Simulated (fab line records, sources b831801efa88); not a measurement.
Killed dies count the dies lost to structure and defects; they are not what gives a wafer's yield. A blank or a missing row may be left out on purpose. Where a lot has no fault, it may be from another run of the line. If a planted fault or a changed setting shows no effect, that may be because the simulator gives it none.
fab line records    flow gf180mcu
record lots=14  wafers=42  lastDay=34
route steps=602 shown M3@414 V3@450 M4@456
lots with no fault: from the same line, run without faults
startH: the number of hours between the record's first day and the start of the first shown wafer of the lot    waitH: hours from the lot's prior step to this one    " same as the row above    L1.1+2: several wafers, shown together as one row    - no value present, or no start provided    * or withheld: withheld    < > ~ a bound
route shown NAME@n: names a module that has steps shown in the file, with the first one's number in the route    usual: the fault-free wafers' mean and standard deviation    same: alike in all rows    chamber/n: place in a boat    sites: readings site by site    _std_site: standard deviation of those values    _edge_site: mean of outer sites minus mean of inner sites    radiusMm: how far each site lies from the wafer's centre    mask NAME#n: copy n    behind: the tool/chamber that last shaped the wafer    hold: cause of the lot's hold/its duration in hours/its outcome    device: which transistor (n, p or np) failed to switch    end of line: at the end of the route, the tests of the same wafers    a step without rows: its recipe alone    killed: dies that structure and defects cost at the first sort, which is not the same as the wafer's yield    map: a wafer's dies, marking killed ones x, the rest . and places with no die _
set.NAME: the setting the step ran with; set.NAME@STEP: the setting that earlier step ran with    model.NAME: the simulator's own value behind a step, which no gauge read
one table for each step of the route and one row for each wafer, over a sample of lots
services: when a tool's chamber went out of use (startH, in hours from the record's first day, below 0 if earlier), for how many hours, and the reason
## steps
# step GF_M3_RS_MEAS_05
# recipe thkMeasGauge=four-point-probe  reads=TiN_of_M3_SPUTTER_04+Ti_of_M3_SPUTTER_03+AlCu_of_M3_SPUTTER_02+TiN_of_M3_SPUTTER_01+Ti_of_M3_SPUTTER_00
# usual M3_ALCU_RS=0.0695/0.00072
lot.wafer  tool          chamber  startH  waitH  M3_ALCU_RS[ohm/sq]
L915.2     filmMetro-02  -        464.75  0.0    0.0703
L915.4     "             -        "       "      0.0699
L915.6     "             -        "       "      0.0683
L916.2     filmMetro-02  -        478.75  0.0    0.0701
L916.5     "             -        "       "      0.0696
L916.6     "             -        "       "      0.0703
L917.2     filmMetro-01  -        488.72  0.0    0.0680
L917.3     "             -        "       "      0.0690
L917.5     "             -        "       "      0.0689
L919.2     filmMetro-04  -        512.45  0.0    0.0696
L919.3     "             -        "       "      0.0698
L919.5     "             -        "       "      0.0698
L924.1     filmMetro-04  -        551.46  0.0    0.0694
L924.3     "             -        "       "      0.0690
L924.6     "             -        "       "      0.0705
L925.1     filmMetro-02  -        560.27  0.0    0.0682
L925.2     "             -        "       "      0.0680
L925.3     "             -        "       "      0.0684
L927.2     filmMetro-02  -        579.65  0.0    0.0696
L927.3     "             -        "       "      0.0708
L927.5     "             -        "       "      0.0697
L928.2     filmMetro-02  -        582.07  0.0    0.0691
L928.3     "             -        "       "      0.0697
L928.6     "             -        "       "      0.0694
L929.1     filmMetro-01  -        590.85  0.0    0.0678
L929.2     "             -        "       "      0.0691
L929.3     "             -        "       "      0.0690
L931.2     filmMetro-04  -        607.01  0.1    0.0686
L931.3     "             -        "       "      0.0704
L931.6     "             -        "       "      0.0691
L933.3     filmMetro-04  -        622.83  0.1    0.0693
L933.5     "             -        "       "      0.0691
L933.6     "             -        "       "      0.0693
L934.1     filmMetro-01  -        629.05  0.0    0.0695
L934.3     "             -        "       "      0.0701
L934.6     "             -        "       "      0.0698
L935.4     filmMetro-01  -        632.03  0.1    0.0685
L935.5     "             -        "       "      0.0685
L935.6     "             -        "       "      0.0683
L938.1     filmMetro-01  -        657.83  0.0    0.0692
L938.2     "             -        "       "      0.0710
L938.4     "             -        "       "      0.0707
# step GF_V3_SPUTTER_21
# recipe material=Ti  targetThkNm=15  chamberPressurePa=5  powerW=2500  substrateTempC=200  timeS=80.02
# usual cathodeDcPowerW=2500.0/0.44  chamberPressurePa=5.000/0.01  throttleValvePct=30.6/0.94
lot.wafer  tool           chamber  startH  waitH  cathodeDcPowerW  chamberPressurePa  throttleValvePct
L915.2     pvdSputter-04  -        514.55  0.0    2499.5           4.999              30.8
L915.4     "              -        "       "      2499.6           5.003              30.2
L915.6     "              -        "       "      2500.5           5.006              30.3
L916.2     pvdSputter-04  -        528.22  0.0    2499.4           5.007              30.0
L916.5     "              -        "       "      2500.5           4.995              30.1
L916.6     "              -        "       "      2499.6           5.004              30.4
L917.2     pvdSputter-04  -        538.06  0.0    2500.6           5.006              30.6
L917.3     "              -        "       "      2499.4           5.012              30.4
L917.5     "              -        "       "      2500.2           4.990              30.3
L919.2     pvdSputter-04  -        560.93  0.0    2500.5           5.002              31.0
L919.3     "              -        "       "      2500.4           5.002              30.1
L919.5     "              -        "       "      2500.6           4.998              30.2
L924.1     pvdSputter-03  -        597.83  0.0    2500.1           5.006              30.3
L924.3     "              -        "       "      2499.6           4.988              29.1
L924.6     "              -        "       "      2500.1           4.994              28.9
L925.1     pvdSputter-04  -        605.73  0.0    2499.8           5.003              30.9
L925.2     "              -        "       "      2500.2           4.999              30.8
L925.3     "              -        "       "      2499.9           5.002              30.6
L927.2     pvdSputter-02  -        623.82  0.0    2500.6           4.990              29.2
L927.3     "              -        "       "      2500.1           5.009              33.1
L927.5     "              -        "       "      2500.6           5.009              31.2
L928.2     pvdSputter-04  -        626.61  0.0    2500.4           4.989              30.2
L928.3     "              -        "       "      2500.5           5.008              30.8
L928.6     "              -        "       "      2499.9           5.004              30.7
L929.1     pvdSputter-02  -        634.53  0.0    2500.2           4.985              29.1
L929.2     "              -        "       "      2500.3           4.993              30.2
L929.3     "              -        "       "      2499.6           4.990              33.1
L931.2     pvdSputter-04  -        650.24  0.0    2500.2           4.996              30.5
L931.3     "              -        "       "      2500.8           4.997              29.9
L931.6     "              -        "       "      2500.3           4.997              30.1
L933.3     pvdSputter-02  -        665.33  0.0    2499.5           4.986              31.2
L933.5     "              -        "       "      2500.1           5.004              32.9
L933.6     "              -        "       "      2499.9           4.998              29.1
L934.1     pvdSputter-04  -        671.68  0.0    2499.7           4.994              30.7
L934.3     "              -        "       "      2500.4           5.025              30.6
L934.6     "              -        "       "      2500.0           4.992              30.9
L935.4     pvdSputter-04  -        673.98  0.0    2500.3           4.986              30.6
L935.5     "              -        "       "      2500.0           4.980              30.4
L935.6     "              -        "       "      2499.2           4.978              30.5
L938.1     pvdSputter-04  -        697.68  0.0    2500.0           5.002              30.8
L938.2     "              -        "       "      2499.5           4.980              30.0
L938.4     "              -        "       "      2500.6           4.996              30.7
# step GF_M4_SPUTTER_00
# recipe material=Ti  targetThkNm=37.5  arrivingIonEnergyEv=80  substrateTempC=200  chamberPressurePa=2  powerW=4000  timeS=150
# usual cathodeDcPowerW=3999.9/0.69  chamberPressurePa=2.001/0.0041  throttleValvePct=30.3/0.57
lot.wafer  tool           chamber  startH  waitH  cathodeDcPowerW  chamberPressurePa  throttleValvePct
L915.2     pvdSputter-04  -        515.24  0.1    4000.4           2.005              30.7
L915.4     "              -        "       "      3999.6           2.000              30.3
L915.6     "              -        "       "      4000.2           1.999              30.7
L916.2     pvdSputter-04  -        528.91  0.1    3999.9           2.006              30.7
L916.5     "              -        "       "      3999.4           1.998              30.5
L916.6     "              -        "       "      4000.6           2.004              30.3
L917.2     pvdSputter-01  -        538.76  0.2    3999.8           1.998              30.4
L917.3     "              -        "       "      3999.5           1.995              30.1
L917.5     "              -        "       "      4000.2           2.005              30.0
L919.2     pvdSputter-01  -        561.62  0.2    4000.4           1.997              30.6
L919.3     "              -        "       "      3999.3           2.003              30.0
L919.5     "              -        "       "      3999.5           1.996              29.9
L924.1     pvdSputter-04  -        598.52  0.1    3998.2           2.001              30.5
L924.3     "              -        "       "      4001.0           1.999              30.7
L924.6     "              -        "       "      3999.3           1.996              30.9
L925.1     pvdSputter-03  -        606.43  0.1    3999.4           2.004              30.3
L925.2     "              -        "       "      3999.6           2.000              29.4
L925.3     "              -        "       "      3999.3           1.992              30.8
L927.2     pvdSputter-01  -        624.88  0.2    3999.6           2.007              30.4
L927.3     "              -        "       "      4000.4           2.002              30.5
L927.5     "              -        "       "      4001.0           2.000              30.2
L928.2     pvdSputter-03  -        627.31  0.1    3999.7           2.002              29.2
L928.3     "              -        "       "      3999.9           2.002              30.8
L928.6     "              -        "       "      4000.4           2.001              29.4
L929.1     pvdSputter-01  -        635.22  0.1    4000.7           1.998              30.2
L929.2     "              -        "       "      3999.6           2.002              30.4
L929.3     "              -        "       "      3998.6           2.002              30.2
L931.2     pvdSputter-03  -        650.93  0.2    3999.6           1.997              28.8
L931.3     "              -        "       "      3999.6           1.995              29.4
L931.6     "              -        "       "      4000.0           1.999              30.3
L933.3     pvdSputter-03  -        666.03  0.2    3999.8           1.996              30.4
L933.5     "              -        "       "      3998.8           2.000              30.7
L933.6     "              -        "       "      3999.9           2.001              28.9
L934.1     pvdSputter-01  -        672.42  0.1    3999.4           2.002              30.1
L934.3     "              -        "       "      3998.5           1.996              30.3
L934.6     "              -        "       "      4001.2           1.998              30.3
L935.4     pvdSputter-04  -        674.67  0.1    4000.7           2.002              30.5
L935.5     "              -        "       "      4000.2           2.001              30.5
L935.6     "              -        "       "      4000.0           1.997              31.0
L938.1     pvdSputter-01  -        698.37  0.2    4000.4           2.006              30.8
L938.2     "              -        "       "      4000.3           2.002              30.3
L938.4     "              -        "       "      3999.8           2.000              30.8
# step GF_M4_SPUTTER_01
# recipe material=TiN  targetThkNm=30  powerW=6500  timeS=25  chamberPressurePa=0.4
# usual cathodeDcPowerW=6500.3/1.2  chamberPressurePa=0.3999/0.0008  throttleValvePct=30.3/0.57
lot.wafer  tool           chamber  startH  waitH  cathodeDcPowerW  chamberPressurePa  throttleValvePct
L915.2     pvdSputter-04  -        515.34  0.1    6500.6           0.4000             30.6
L915.4     "              -        "       "      6500.3           0.3989             30.0
L915.6     "              -        "       "      6499.4           0.4007             30.8
L916.2     pvdSputter-04  -        529.01  0.1    6498.8           0.3996             30.7
L916.5     "              -        "       "      6501.2           0.4006             30.6
L916.6     "              -        "       "      6499.7           0.4002             30.8
L917.2     pvdSputter-01  -        538.86  0.1    6499.3           0.4006             30.6
L917.3     "              -        "       "      6502.0           0.3992             30.0
L917.5     "              -        "       "      6502.1           0.4000             30.4
L919.2     pvdSputter-01  -        561.72  0.1    6501.7           0.4015             30.3
L919.3     "              -        "       "      6500.4           0.3990             30.2
L919.5     "              -        "       "      6500.3           0.3978             30.1
L924.1     pvdSputter-04  -        598.62  0.1    -                -                  -
L924.3     "              -        "       "      -                -                  -
L924.6     "              -        "       "      -                -                  -
L925.1     pvdSputter-03  -        606.53  0.1    -                -                  -
L925.2     "              -        "       "      -                -                  -
L925.3     "              -        "       "      -                -                  -
L927.2     pvdSputter-01  -        624.98  0.1    6501.5           0.3999             30.4
L927.3     "              -        "       "      6501.0           0.3999             30.6
L927.5     "              -        "       "      6502.8           0.3998             30.3
L928.2     pvdSputter-03  -        627.41  0.1    6499.4           0.4006             29.4
L928.3     "              -        "       "      6501.3           0.4000             31.1
L928.6     "              -        "       "      6500.5           0.3999             29.4
L929.1     pvdSputter-01  -        635.32  0.1    6500.7           0.3988             30.1
L929.2     "              -        "       "      6500.4           0.4016             30.7
L929.3     "              -        "       "      6499.6           0.3996             30.0
L931.2     pvdSputter-03  -        651.03  0.1    6502.3           0.4010             28.7
L931.3     "              -        "       "      6500.2           0.4006             29.5
L931.6     "              -        "       "      6499.1           0.3980             30.2
L933.3     pvdSputter-03  -        666.13  0.1    6499.6           0.3999             30.2
L933.5     "              -        "       "      6500.1           0.3997             30.8
L933.6     "              -        "       "      6500.2           0.4003             29.0
L934.1     pvdSputter-01  -        672.52  0.1    6500.2           0.3988             29.7
L934.3     "              -        "       "      6502.1           0.3986             30.5
L934.6     "              -        "       "      6500.1           0.3991             30.4
L935.4     pvdSputter-04  -        674.77  0.1    6502.1           0.3995             30.6
L935.5     "              -        "       "      6498.6           0.3997             30.2
L935.6     "              -        "       "      6500.0           0.3985             30.9
L938.1     pvdSputter-01  -        698.47  0.1    6500.0           0.4001             30.6
L938.2     "              -        "       "      6500.2           0.4000             30.1
L938.4     "              -        "       "      6499.8           0.3988             30.8
# step GF_M4_METAL_ETCH_16
# recipe chemistry=Cl2/BCl3  maskMaterial=KrF  targetDepthNm=627.5  stopOn=SiO2  pressureMtorr=8  icpW=800  biasW=140  Cl2_flow_sccm=80  bcl3FlowSccm=40  timeS=104.6
# usual drypumpMotorCurrentA=5.7/0.42  oesProductAu=0.970/0.0065  throttleValvePct=28.252/0.011
lot.wafer  tool         chamber  startH  waitH  drypumpMotorCurrentA  oesProductAu  rfHoursCounterH  throttleValvePct
L915.2     rieMetal-04  0        538.80  0.0    5.1                   0.970         0                28.261
L915.4     "            1        "       "      5.6                   0.968         -                28.252
L915.6     "            0        "       "      5.1                   0.965         -                28.243
L916.2     rieMetal-04  1        551.75  0.0    5.6                   0.972         7                28.243
L916.5     "            1        "       "      5.6                   0.981         -                28.257
L916.6     "            0        "       "      5.1                   0.981         -                28.248
L917.2     rieMetal-02  0        561.34  0.1    5.3                   0.957         -                28.233
L917.3     "            0        "       "      5.3                   0.962         -                28.256
L917.5     "            0        "       "      5.3                   0.971         -                28.257
L919.2     rieMetal-02  0        584.32  0.0    5.3                   0.955         8                28.255
L919.3     "            0        "       "      5.3                   0.963         -                28.277
L919.5     "            0        "       "      5.3                   0.961         -                28.255
L924.1     rieMetal-02  0        619.39  0.0    5.3                   0.945         9                28.300
L924.3     "            1        "       "      6.4                   0.944         -                28.278
L924.6     "            1        "       "      6.4                   0.949         -                28.297
L925.1     rieMetal-01  1        627.09  0.0    6.1                   0.945         4                28.279
L925.2     "            0        "       "      5.4                   0.940         12               28.264
L925.3     "            0        "       "      5.4                   0.954         -                28.255
L927.2     rieMetal-01  0        645.45  0.0    5.4                   0.972         12               28.260
L927.3     "            1        "       "      6.1                   0.978         -                28.226
L927.5     "            0        "       "      5.4                   0.966         -                28.259
L928.2     rieMetal-02  1        648.02  0.0    6.4                   0.961         4                28.266
L928.3     "            0        "       "      5.3                   0.974         -                28.244
L928.6     "            0        "       "      5.3                   0.973         -                28.242
L929.1     rieMetal-01  1        655.67  0.0    6.1                   0.966         5                28.246
L929.2     "            0        "       "      5.5                   0.954         13               28.258
L929.3     "            0        "       "      5.4                   0.965         -                28.258
L931.2     rieMetal-01  0        670.77  0.0    5.4                   0.968         13               28.272
L931.3     "            0        "       "      5.4                   0.962         -                28.252
L931.6     "            1        "       "      6.1                   0.966         -                28.234
L933.3     rieMetal-02  0        685.63  0.1    5.3                   0.970         -                28.250
L933.5     "            1        "       "      6.4                   0.972         -                28.249
L933.6     "            0        "       "      5.3                   0.970         -                28.236
L934.1     rieMetal-02  1        691.52  0.0    6.4                   0.957         5                28.262
L934.3     "            0        "       "      5.3                   0.966         -                28.256
L934.6     "            0        "       "      5.3                   0.978         -                28.268
L935.4     rieMetal-04  1        693.99  0.0    5.6                   0.979         -                28.252
L935.5     "            1        "       "      5.6                   0.969         -                28.261
L935.6     "            0        "       "      5.1                   0.970         -                28.253
L938.1     rieMetal-01  1        716.55  0.0    6.1                   0.977         7                28.234
L938.2     "            1        "       "      6.0                   0.981         -                28.220
L938.4     "            1        "       "      6.1                   0.975         -                28.239
## services
tool           chamber  startH  hours  kind
pvdSputter-02  -        508.40  1.1    repair
rieMetal-02    0        513.86  2.1    repair
rieMetal-01    0        538.28  6.4    repair
pvdSputter-03  0        541.11  -      consumableReplace:kit
pvdSputter-03  0        541.11  18.0   scheduledDown
pvdSputter-03  0        541.11  18.0   ventCycle
pvdSputter-01  1        551.24  -      consumableReplace:kit
pvdSputter-01  1        551.24  18.0   scheduledDown
pvdSputter-01  1        551.24  18.0   ventCycle
rieMetal-02    0        556.26  4.7    repair
rieMetal-02    1        558.21  8.4    repair
rieMetal-01    -        572.37  14.6   pm
pvdSputter-02  -        586.35  5.3    repair
pvdSputter-01  -        609.38  2.2    repair
pvdSputter-03  3        637.01  -      consumableReplace:kit
pvdSputter-03  3        637.01  18.0   scheduledDown
pvdSputter-03  3        637.01  18.0   ventCycle
pvdSputter-02  -        672.76  5.2    repair
pvdSputter-01  -        691.19  4.7    repair
pvdSputter-03  -        693.65  13.4   repair
pvdSputter-01  0        707.63  -      consumableReplace:kit
pvdSputter-01  0        707.63  18.0   scheduledDown
pvdSputter-01  0        707.63  18.0   ventCycle
rieMetal-01    0        708.40  -      clean
## key
firstSign step=GF_M4_SPUTTER_01  reading=toolRecord  direction=missing
effect step=GF_M4_METAL_ETCH_16  reading=oesProductAu  direction=down  sigmas=3.7  usual=0.970  struck=0.946
metAt GF_M4_SPUTTER_01
struckLots L924,L925
laterRowsLeftOut L924.1,L924.3,L924.6,L925.1,L925.2,L925.3
sortLeftOut L924.1,L924.3,L924.6,L925.1,L925.2,L925.3
notActingAt GF_M3_RS_MEAS_05,GF_V3_SPUTTER_21,GF_M4_SPUTTER_00
onsetBetween 529.01 598.62
fault kind=skippedStepWhole  tool=pvdSputter-03,pvdSputter-04  chamber=-  onsetH=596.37  steps=GF_M4_SPUTTER_01  scope=struckLotsOnly
# sortLeftOut: the simulated sort isn't trusted on such a fault, so these wafers' sort isn't shown, and their yield isn't known
# laterRowsLeftOut: the simulator's readings of these wafers behind a module that went badly wrong aren't trusted and aren't shown, but for the sort
